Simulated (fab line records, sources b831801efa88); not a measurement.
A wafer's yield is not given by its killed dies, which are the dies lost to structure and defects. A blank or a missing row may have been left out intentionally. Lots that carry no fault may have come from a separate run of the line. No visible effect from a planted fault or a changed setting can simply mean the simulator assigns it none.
Problem report in the 8D (eight disciplines) form, filled by code    flow sky130    the parts of the form that need people (team, actions taken, sign-off) are left out

== 1. WHAT WENT WRONG ==
Wafers free of any fault read 6.91 ohm/sq (standard deviation 0.077) for CAP2M_TIN_RS at SKY_CAP2M_RS_MEAS_03, against a mean of 7.58 ohm/sq on 6 wafers of 2 lots. That puts it +8.8 standard deviations away from the usual mean.
The step: measures by four-point-probe.
First seen on wafer L836.1, day 45 13:43, on film-metro-04. The record has a number at this step for 30 wafers belonging to 10 lots. Rule for "out", or "out of limits": more than 4 standard deviations from the usual mean. The rest of the wafers with a number are treated as sound.

== 2. WHAT IT IS, AND WHAT IT ISN'T ==
question                     is                            is not
which readings at this step  CAP2M_TIN_RS                  -
which lots                   L836, L837                    L821, L825, L827, L828, L829, L832, L834, L840
which wafers of those lots   all that have a number        -
read on which gauges         film-metro-02, film-metro-04  film-metro-01
when                         from day 45 13:43             up to then (21 sound wafers); but 3 sound wafers of L840 came after

== 3. WHAT RULES OUT EACH SUSPECT ==
Counting: any tool at a process step up to the reading is kept as a suspect provided that every lot that is out went through it and no sound lot did after the first of them.
- the gauge at SKY_CAP2M_RS_MEAS_03 is ruled out. The wafers that are out were read on 2 gauges (film-metro-02, film-metro-04).
- pecvd-02 at SKY_CAP2M_CVD_00 (deposits SiO2, target thk 15.5 nm): kept. Every lot that is out went through it, starting with L836 (day 45 13:31), and after that it ran no sound lot; the last sound lot it ran before then is L828 (day 43 17:38).
- pvd-sputter-01 at SKY_CAP2M_SPUTTER_02 (material TiN, target thk 200 nm, time 166.7 s): kept. Every lot that is out went through it, starting with L836 (day 45 13:36), and after that it ran no sound lot; the last sound lot it ran before then is L834 (day 45 10:19). Out on those wafers are its own readings of cathode-dc-power-W.
Remaining after the count are pecvd-02 at SKY_CAP2M_CVD_00 and pvd-sputter-01 at SKY_CAP2M_SPUTTER_02.

== 4. THE CAUSE (what the simulator had put in) ==
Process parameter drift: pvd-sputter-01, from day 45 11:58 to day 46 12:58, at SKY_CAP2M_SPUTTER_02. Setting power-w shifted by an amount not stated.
After counting, 2 suspects remain, this tool included.

== 5. THE CHAIN OF EFFECTS, in route order ==
Each row: a reading whose mean over the struck wafers that have a number lies more than 3 standard deviations from the usual. Only readings whose record carries a usual standard deviation are examined. hours: median over the lots of the time between each lot's start at the first step of this table that gives one and its start at this step. sigmas: the change, counted in usual standard deviations.
hours  step                     reading             usual        on struck wafers  change  sigmas
0      SKY_CAP2M_SPUTTER_02     cathode-dc-power-W  6500.1 W     5913.9            -586.2  -99 or more
0      SKY_CAP2M_RS_MEAS_03     CAP2M_TIN_RS        6.91 ohm/sq  7.58              +0.67   +8.8
0      SKY_CAP2M_THK_MEAS_04    CAP2M_TIN_THK       201.7 nm     184.6             -17.1   -6.6
22     SKY_CAP2M_METAL_ETCH_13  oes-product-au      0.940 a.u.   0.890             -0.050  -6.6
The process steps in it:
- SKY_CAP2M_SPUTTER_02: material TiN, target thk 200 nm, time 166.7 s.
- SKY_CAP2M_METAL_ETCH_13: etches TiN in Cl2/BCl3, stops on SiO2, target depth 220 nm, time 62.9 s.
At these later measuring or inspecting steps, every struck wafer for which the step has a row has a number for every such reading, and none has moved that far: SKY_CAP2M_OVL_MEAS_12.

== 6. WHAT WOULD HAVE CAUGHT IT SOONER ==
The first out-of-limits reading at a measuring or inspecting step in this record came at day 45 13:43, 2 hours after the fault's start at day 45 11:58.
Tool's own readings at SKY_CAP2M_SPUTTER_02, cathode-dc-power-W: out on all struck wafers the step has rows for; an alarm limit on them would have tripped on the first.
Of the lots that are out (2), L837 began SKY_CAP2M_SPUTTER_02 on pvd-sputter-01 after day 45 13:43. A tool hold placed at that time would have kept it from harm.
